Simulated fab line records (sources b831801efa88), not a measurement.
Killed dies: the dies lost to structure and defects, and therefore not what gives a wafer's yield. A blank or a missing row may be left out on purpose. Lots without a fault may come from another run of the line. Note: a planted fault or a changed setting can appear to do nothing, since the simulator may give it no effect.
Which tool is to blame? | flow gf180mcu | 39 wafers from 13 lots sampled at 3 of the route's 602 steps

WHAT THE GAUGES READ, wafer by wafer
GF_TOP_METAL_RS_MEAS_05: the measuring method here is four-point-probe. Usual: TOP_METAL_ALCU_RS gives 0.0326 ohm/sq (standard deviation 0.00041).
lot  | measured     | on            | TOP_METAL_ALCU_RS (ohm/sq) | flag
L840 | day 27 11:07 | film_metro-03 | 0.0323 0.0325 0.0332       |
L842 | day 28 05:05 | film_metro-03 | 0.0323 0.0324 0.0320       |
L843 | day 28 11:20 | film_metro-03 | 0.0329 0.0326 0.0334       |
L844 | day 28 19:59 | film_metro-03 | 0.0328 0.0329 0.0326       |
L845 | day 29 04:53 | film_metro-02 | 0.0334 0.0327 0.0332       |
L846 | day 29 14:25 | film_metro-02 | 0.0325 0.0329 0.0321       |
L852 | day 31 10:47 | film_metro-03 | 0.0328 0.0322 0.0321       |
L854 | day 32 00:34 | film_metro-01 | 0.0332 0.0329 0.0333       |
L855 | day 32 04:29 | film_metro-02 | 0.0330 0.0325 0.0331       |
L856 | day 32 05:45 | film_metro-01 | 0.0325 0.0318 0.0318       |
L858 | day 32 15:50 | film_metro-03 | 0.0330 0.0329 0.0325       |
L859 | day 33 03:21 | film_metro-03 | 0.0323 0.0324 0.0321       |
L861 | day 33 09:18 | film_metro-01 | 0.0325 0.0326 0.0323       |

TOOL THAT RAN EACH LOT (tool first, then ch and the chambers of the sampled wafers, then the start)
lot  | GF_V5_CVD_23                  | GF_TOP_METAL_SPUTTER_04
L840 | cvd_w-01 ch 0,1, day 27 10:17 | pvd_sputter-02, day 27 11:02
L842 | cvd_w-02 ch 0,1, day 28 04:16 | pvd_sputter-01, day 28 05:01
L843 | cvd_w-01 ch 0,1, day 28 10:31 | pvd_sputter-04, day 28 11:19
L844 | cvd_w-01 ch 0,1, day 28 19:10 | pvd_sputter-04, day 28 19:58
L845 | cvd_w-01 ch 1, day 29 03:58   | pvd_sputter-02, day 29 04:52
L846 | cvd_w-01 ch 0,1, day 29 13:36 | pvd_sputter-02, day 29 14:23
L852 | cvd_w-01 ch 0,1, day 31 09:40 | pvd_sputter-02, day 31 10:45
L854 | cvd_w-01 ch 0,1, day 31 23:43 | pvd_sputter-04, day 32 00:31
L855 | cvd_w-02 ch 0,1, day 32 03:34 | pvd_sputter-01, day 32 04:26
L856 | cvd_w-01 ch 0, day 32 04:40   | pvd_sputter-01, day 32 05:42
L858 | cvd_w-01 ch 0,1, day 32 15:01 | pvd_sputter-02, day 32 15:48
L859 | cvd_w-02 ch 0,1, day 33 02:32 | pvd_sputter-01, day 33 03:19
L861 | cvd_w-02 ch 0, day 33 08:16   | pvd_sputter-01, day 33 09:10
- GF_V5_CVD_23: deposits W, target thk 350 nm, time 104.9 s.
- GF_TOP_METAL_SPUTTER_04: material TiN, target thk 25 nm, time 20.8 s.

AS READ BY THE TOOLS THEMSELVES (means over the sampled wafers that have a number; for cases with no such wafer, the mark the record gives instead)
GF_V5_CVD_23. Usual: heater_power_w at 836 W, with a standard deviation of 100.
lot  | tool     | heater_power_w (W) | flag
L840 | cvd_w-01 | 825                |
L842 | cvd_w-02 | 870                |
L843 | cvd_w-01 | 828                |
L844 | cvd_w-01 | 842                |
L845 | cvd_w-01 | 784                |
L846 | cvd_w-01 | 807                |
L852 | cvd_w-01 | 860                |
L854 | cvd_w-01 | 858                |
L855 | cvd_w-02 | 799                |
L856 | cvd_w-01 | 891                |
L858 | cvd_w-01 | 831                |
L859 | cvd_w-02 | 888                |
L861 | cvd_w-02 | 960                |

GF_TOP_METAL_SPUTTER_04. Usual: throttle_valve_pct at 30.4 %, with a standard deviation of 1.
lot  | tool           | throttle_valve_pct (%) | flag
L840 | pvd_sputter-02 | 31.6                   |
L842 | pvd_sputter-01 | 30.1                   |
L843 | pvd_sputter-04 | 29.4                   |
L844 | pvd_sputter-04 | 29.5                   |
L845 | pvd_sputter-02 | 30.5                   |
L846 | pvd_sputter-02 | 30.7                   |
L852 | pvd_sputter-02 | 30.8                   |
L854 | pvd_sputter-04 | 29.0                   |
L855 | pvd_sputter-01 | 29.8                   |
L856 | pvd_sputter-01 | 31.2                   |
L858 | pvd_sputter-02 | 31.2                   |
L859 | pvd_sputter-01 | 30.8                   |
L861 | pvd_sputter-01 | 29.0                   |

THE ANSWER, worked out from the rows above alone
Rule: a lot counts as off when the mean over its wafers that have a number is more than 3 standard deviations away from the usual mean. A lot without any number at a reading at which 4 lots or more have one is off too. Where the step has rows for the other lots, those lots are counted as sound. Order of review: gauges by route order, followed by the tools' own readings, for which a lot's mean as printed above is used. At the first step where some lot is off, the reading lying furthest off is the one used; lots without a number count as furthest.
Across all readings shown, no lot is off: no conclusion can be drawn from this.

WHAT THE SIMULATOR PUT IN
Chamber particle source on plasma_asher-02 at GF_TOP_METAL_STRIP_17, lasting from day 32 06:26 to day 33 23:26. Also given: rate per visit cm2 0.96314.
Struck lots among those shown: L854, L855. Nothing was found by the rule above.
